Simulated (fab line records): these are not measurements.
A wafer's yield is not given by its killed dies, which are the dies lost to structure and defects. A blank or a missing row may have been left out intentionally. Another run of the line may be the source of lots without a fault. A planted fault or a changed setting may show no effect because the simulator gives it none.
Problem report, 8D (eight disciplines) form, completed by code / flow gf180mcu / the parts of the form that need people (team, actions taken, sign-off) are left out

## 1. THE PROBLEM
Wafers free of any fault read 10.00 nm (standard deviation 0.2) for STI_OXIDATION_02_THK at GF_STI_THK_MEAS_30, against a mean of 15.64 nm on 6 wafers of 2 lots. That is +28 standard deviations from the usual mean.
First seen on wafer L802.1, day 5 02:12, on film-metro-01. At this step, 39 wafers from 13 lots have a number in the record. Rule for "out", or "out of limits": more than 4 standard deviations from the usual mean. All remaining wafers that have a number are taken as sound.

## 2. WHAT IT IS, WHAT IT ISN'T
question=which readings at this step | is=STI_OXIDATION_02_THK | is not=-
question=which lots | is=L802, L807 | is not=L789, L790, L792, L793, L794, L795, L796, L797, L798, L800, L809
question=which wafers of those lots | is=all that have a number | is not=-
question=read on which gauges | is=film-metro-01, film-metro-04 | is not=film-metro-03
question=when | is=from day 5 02:12 | is not=up to then (30 sound wafers); but 3 sound wafers of L809 came after

## 3. SUSPECTS, AND WHAT RULES EACH OUT
Counting: a tool at any process step up to the reading remains a suspect when it ran all the lots that are out and ran no sound lot after the first of those.
- the gauge at GF_STI_THK_MEAS_30 has been ruled out. Those wafers that are out were read across 2 gauges (film-metro-01, film-metro-04).
- furnace-01 at GF_STI_OXIDATION_29 (stabilise 600 s, purge 300 s, target thk 10 nm): kept. All lots that are out passed through it, beginning with L802 at day 5 00:49, and no sound lot followed; its final sound lot before that point was L800 at day 4 15:28.
After counting, what remains is furnace-01 at GF_STI_OXIDATION_29.

## 4. THE CAUSE (what the simulator had put in)
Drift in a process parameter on furnace-01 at GF_STI_OXIDATION_29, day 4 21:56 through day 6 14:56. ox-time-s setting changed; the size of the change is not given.
The count eliminated every tool but this one.

## 5. THE CHAIN OF EFFECTS, in route order
One row per reading whose mean, taken over the struck wafers that have a number, lies over 3 standard deviations from the usual. Scope: only readings with a usual standard deviation given in the record; hours: median across lots of the time from each lot's start at the first step in this table that gives one to its start at this step; sigmas: change in usual standard deviations.
hours=0; step=GF_STI_THK_MEAS_30; reading=STI_OXIDATION_02_THK; usual=10.00 nm; on struck wafers=15.64; change=+5.64; sigmas=+28
Later steps that measure or inspect, where all struck wafers having a row at the step show a number for every such reading and not one has moved that far: GF_DUAL_GATE_THK_MEAS_03, GF_HV_LDD_OVL_MEAS_32.

## 6. WHAT WOULD HAVE CAUGHT IT SOONER
The first out-of-limits reading at a measuring or inspecting step in this record came at day 5 02:12, 4 hours after the fault's start at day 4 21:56.
Tool readings at GF_STI_OXIDATION_29 with a usual standard deviation given in the record: none out on any struck wafer, hence no alarm at a limit of 4 standard deviations on them.
L807, from the lots that are out (2), started GF_STI_OXIDATION_29 on furnace-01 later than day 5 02:12. A tool hold placed at that time would have kept it from harm.
